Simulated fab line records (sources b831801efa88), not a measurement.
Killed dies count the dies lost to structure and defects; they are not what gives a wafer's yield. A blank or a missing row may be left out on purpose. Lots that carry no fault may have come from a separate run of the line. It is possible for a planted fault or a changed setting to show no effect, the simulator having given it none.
Problem report, 8D (eight disciplines) form, completed by code    flow gf180mcu    the parts of the form that need people (team, actions taken, sign-off) are left out

1. WHAT IS WRONG
MVSD_RS at GF_VT_IMPLANT_RS_MEAS_46 reads a mean of 443.3 ohm/sq on 6 wafers of 2 lots; wafers without a fault read 456.4 ohm/sq with a standard deviation of 1.3. Measured from the usual mean, that is -10 standard deviations.
The step: measures by four-point-probe.
First seen on wafer L842.2, day 9 10:40, on filmMetro-04. Wafers with a number at this step in the record: 42, from 14 lots. Rule for "out" (also "out of limits"): further than 4 standard deviations from the usual mean. All remaining wafers that have a number are taken as sound.

2. WHAT IT IS, AND WHAT IT ISN'T
question                     is                          is not
which readings at this step  MVSD_RS                     -
which lots                   L842, L843                  L835, L836, L838, L848, L850, L851, L852, L853, L854, L856, L857, L858
which wafers of those lots   all that have a number      -
read on which gauges         filmMetro-03, filmMetro-04  filmMetro-01
when                         from day 9 10:40            up to then (9 sound wafers); but 27 sound wafers of L848, L850, L851, L852, L853, L854, L856, L857, L858 came after

3. SUSPECTS, AND WHAT RULES EACH OUT
Counting: a tool at a process step up to the reading stays a suspect if it ran every lot that is out and no sound lot after the first of them.
- ruled out: the gauge at GF_VT_IMPLANT_RS_MEAS_46. 2 gauges (filmMetro-03, filmMetro-04) read the wafers that are out.
- implanter-04 at GF_MVSD_IMPLANT_09: ruled out as a lasting fault. Sound lots L853, L858 ran on it after its first lot that is out, L842 (day 6 02:17).
Left after counting: nothing in the record.

4. THE CAUSE (what the simulator had put in)
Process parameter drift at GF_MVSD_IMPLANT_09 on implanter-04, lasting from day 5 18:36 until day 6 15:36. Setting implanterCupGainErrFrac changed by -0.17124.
The count ruled it out by mistake, since the rule takes a fault to strike every lot its tool runs from the start of the fault on, and this one did not do so.

5. SEQUENCE OF EFFECTS, ordered by route
Rows list readings where the struck wafers' mean (over those with a number) sits beyond 3 standard deviations from the usual. Scope: only readings with a usual standard deviation given in the record; hours: median across lots of the time from each lot's start at the first step in this table that gives one to its start at this step; sigmas: change in usual standard deviations.
hours  step                      reading           usual         on struck wafers  change  sigmas
0      GF_MVSD_IMPLANT_09        beamOnS           10.02 s       12.03             +2.01   +9.6
0      GF_MVSD_IMPLANT_09        faradayCurrentUA  28.2          23.5              -4.7    -8.1
81     GF_VT_IMPLANT_RS_MEAS_46  MVSD_RS           456.4 ohm/sq  443.3             -13.1   -10
Its process steps:
- GF_MVSD_IMPLANT_09
At these later measuring or inspecting steps, every struck wafer for which the step has a row has a number for every such reading, and none has moved that far: GF_VT_IMPLANT_RS_MEAS_47.

6. HOW IT WOULD HAVE BEEN CAUGHT EARLIER
The first out-of-limits reading at a measuring or inspecting step in this record came at day 9 10:40, 88 hours after the fault's start at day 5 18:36.
At GF_MVSD_IMPLANT_09, the tool's own readings (beamOnS, faradayCurrentUA) were out on each struck wafer the step has a row for, so an alarm limit on them would have fired on the first such wafer.
